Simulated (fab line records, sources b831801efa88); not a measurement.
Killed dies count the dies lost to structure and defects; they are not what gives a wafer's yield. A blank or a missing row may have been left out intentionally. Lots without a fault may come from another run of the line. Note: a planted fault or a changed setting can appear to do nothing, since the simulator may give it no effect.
Which tool is to blame? + flow sfq line + 13 lots, 38 wafers sampled, at 4 steps of a route of 325

== WHAT THE GAUGES SHOWED, per wafer ==
SFQ_I7_OVL_MEAS_947.
| lot  | measured     | on         | I7_OVL (nm) |
|------|--------------|------------|-------------|
| L242 | day 81 14:26 | overlay-02 | 5 6 -1      |
| L243 | day 81 16:45 | overlay-01 | 3 1 3       |
| L244 | day 81 17:58 | overlay-01 | -8 -2 -6    |
| L245 | day 81 20:19 | overlay-02 | -5 -1 0     |
| L246 | day 81 23:55 | overlay-02 | -4 -9 0     |
| L247 | day 82 02:19 | overlay-02 | 3 0 2       |
| L248 | day 82 04:45 | overlay-01 | -2 4 -1     |
| L249 | day 86 20:15 | overlay-02 | -2 3 0      |
| L250 | day 86 21:26 | overlay-01 | -1 1 2      |
| L251 | day 86 23:51 | overlay-01 | -13 -12 -15 |
| L260 | day 88 16:34 | overlay-02 | -4 2        |
| L264 | day 91 14:59 | overlay-02 | 7 6 5       |
| L265 | day 91 18:35 | overlay-02 | 7 13 2      |

== WHICH TOOL RAN EACH LOT (tool, then ch and the chambers of the sampled wafers, then the start) ==
| lot  | SFQ_TRILAYER_I2_VIA_BARC_OPEN_VIA_ETCH_096 | SFQ_TRILAYER_M6_ETCH_METAL_ETCH_162 | SFQ_TRILAYER_I7_METRO_MEASURE_185 |
|------|--------------------------------------------|-------------------------------------|-----------------------------------|
| L242 | rie diel-02 ch 1,2, day 29 05:37           | rie metal-03 ch 0,1, day 72 07:46   | film metro-03, day 81 10:52       |
| L243 | rie diel-03 ch 0,3, day 30 03:13           | rie metal-03 ch 0,1, day 74 17:40   | film metro-02, day 81 13:18       |
| L244 | rie diel-01 ch 0,2,3, day 30 18:46         | rie metal-04 ch 0,1, day 74 20:07   | film metro-04, day 81 14:52       |
| L245 | rie diel-02 ch 0,1, day 31 05:42           | rie metal-02 ch 0,1, day 75 03:23   | film metro-03, day 81 16:52       |
| L246 | rie diel-01 ch 2,3, day 31 08:06           | rie metal-03 ch 0, day 75 04:35     | film metro-02, day 81 20:40       |
| L247 | rie diel-03 ch 0,1,2, day 32 03:18         | rie metal-04 ch 0, day 75 05:51     | film metro-04, day 81 21:40       |
| L248 | rie diel-02 ch 0,1,2, day 32 16:30         | rie metal-02 ch 0,1, day 75 08:11   | film metro-03, day 82 01:29       |
| L249 | rie diel-03 ch 0,3, day 33 03:18           | rie metal-03 ch 0,1, day 75 09:23   | film metro-02, day 82 04:29       |
| L250 | rie diel-03 ch 0,2, day 33 18:54           | rie metal-04 ch 0, day 75 10:39     | film metro-04, day 82 04:50       |
| L251 | rie diel-02 ch 0,2,3, day 33 22:30         | rie metal-04 ch 1, day 77 00:01     | film metro-03, day 82 07:29       |
| L260 | rie diel-03 ch 1,3, day 37 07:17           | rie metal-02 ch 1, day 78 13:28     | film metro-02, day 84 03:50       |
| L264 | rie diel-02 ch 1,2,3, day 38 00:50         | rie metal-02 ch 0, day 83 02:11     | film metro-03, day 88 05:09       |
| L265 | rie diel-01 ch 0,1,3, day 38 12:56         | rie metal-02 ch 0, day 83 05:45     | film metro-04, day 88 09:59       |
- SFQ_TRILAYER_I2_VIA_BARC_OPEN_VIA_ETCH_096: etches BARC in O2, target depth 125 nm, time 41.7 s.
- SFQ_TRILAYER_M6_ETCH_METAL_ETCH_162: etches Nb in Cl2/Ar, stops on SiO2, target depth 240 nm, time 120 s.
- SFQ_TRILAYER_I7_METRO_MEASURE_185

== WHAT THE TOOLS THEMSELVES READ (means of the sampled wafers that have a number; where no wafer has one, the mark that the record gives instead) ==
SFQ_TRILAYER_I2_VIA_BARC_OPEN_VIA_ETCH_096.
| lot  | tool        | drypump motor current A (A) | oes product au (a.u.) | rf fwd power W (W) |
|------|-------------|-----------------------------|-----------------------|--------------------|
| L242 | rie diel-02 | 6.0                         | 0.685                 | 494.6              |
| L243 | rie diel-03 | 5.4                         | 0.686                 | 494.6              |
| L244 | rie diel-01 | 5.3                         | 0.683                 | 495.9              |
| L245 | rie diel-02 | 5.8                         | 0.685                 | 493.8              |
| L246 | rie diel-01 | 5.4                         | 0.685                 | 492.9              |
| L247 | rie diel-03 | 5.9                         | 0.685                 | 492.8              |
| L248 | rie diel-02 | 5.8                         | 0.689                 | 492.9              |
| L249 | rie diel-03 | 5.8                         | 0.684                 | 494.9              |
| L250 | rie diel-03 | 5.9                         | 0.683                 | 496.7              |
| L251 | rie diel-02 | 5.8                         | 0.687                 | 493.8              |
| L260 | rie diel-03 | 5.4                         | 0.678                 | 496.1              |
| L264 | rie diel-02 | 6.0                         | 0.686                 | 493.0              |
| L265 | rie diel-01 | 5.4                         | 0.687                 | 493.1              |

SFQ_TRILAYER_M6_ETCH_METAL_ETCH_162.
| lot  | tool         | drypump motor current A (A) | oes product au (a.u.) | rf fwd power W (W) |
|------|--------------|-----------------------------|-----------------------|--------------------|
| L242 | rie metal-03 | 6.0                         | 0.886                 | 596.9              |
| L243 | rie metal-03 | 6.0                         | 0.895                 | 596.3              |
| L244 | rie metal-04 | 6.0                         | 0.898                 | 598.5              |
| L245 | rie metal-02 | 6.0                         | 0.905                 | 594.9              |
| L246 | rie metal-03 | 5.0                         | 0.908                 | 596.5              |
| L247 | rie metal-04 | 6.2                         | 0.897                 | 597.8              |
| L248 | rie metal-02 | 6.0                         | 0.901                 | 595.6              |
| L249 | rie metal-03 | 6.0                         | 0.896                 | 598.2              |
| L250 | rie metal-04 | 6.2                         | 0.890                 | 598.4              |
| L251 | rie metal-04 | 5.7                         | 0.900                 | 595.6              |
| L260 | rie metal-02 | 5.8                         | 0.899                 | 598.7              |
| L264 | rie metal-02 | 6.3                         | 0.900                 | 599.0              |
| L265 | rie metal-02 | 6.3                         | 0.893                 | 597.9              |

SFQ_TRILAYER_I7_METRO_MEASURE_185.
| lot  | tool          | thk nm (nm) |
|------|---------------|-------------|
| L242 | film metro-03 | 197.1       |
| L243 | film metro-02 | 198.8       |
| L244 | film metro-04 | 198.3       |
| L245 | film metro-03 | 198.2       |
| L246 | film metro-02 | 197.7       |
| L247 | film metro-04 | 199.0       |
| L248 | film metro-03 | 199.2       |
| L249 | film metro-02 | 198.8       |
| L250 | film metro-04 | 198.3       |
| L251 | film metro-03 | 198.4       |
| L260 | film metro-02 | 196.5       |
| L264 | film metro-03 | 199.3       |
| L265 | film metro-04 | 197.3       |

== THE ANSWER, worked out from the rows above alone ==
Rule: the usual values come from the lots themselves. The widest of any qualifying gaps counts: lots, ordered by their means at a reading, are off when they make up no more than a third of the lots, leave a main group of 4 or more, and stand apart from it by 3 or more times the standard deviation of that group's means. A main group is skipped when, at the precision printed for the reading in the tables above, its means are all equal. Also off: a lot with no number at a reading for which 4 or more lots have one. Where the step has rows for the other lots, those lots are counted as sound. Order of review: gauges by route order, followed by the tools' own readings, for which a lot's mean as printed above is used. The first step at which some lot is off is used, and at that step the reading that is off furthest; a lot without a number counts as furthest.
Off: L260, at SFQ_TRILAYER_I2_VIA_BARC_OPEN_VIA_ETCH_096 (oes product au). Mean 0.685 a.u. and standard deviation 0.0017 in the main group.
If a tool, at that step or one of the process steps before it, ran each lot that is off and ran no sound lot following the first of them, it fits. One candidate fits, namely rie diel-03 at SFQ_TRILAYER_I2_VIA_BARC_OPEN_VIA_ETCH_096. Its last sound lot is L250 (day 33 18:54), its first lot that is off L260 (day 37 07:17): a fault that began between those two fits.

== WHAT HAD BEEN PUT IN BY THE SIMULATOR ==
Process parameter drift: rie diel-03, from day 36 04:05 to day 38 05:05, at SFQ_TRILAYER_I2_VIA_BARC_OPEN_VIA_ETCH_096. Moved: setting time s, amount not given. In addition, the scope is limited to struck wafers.
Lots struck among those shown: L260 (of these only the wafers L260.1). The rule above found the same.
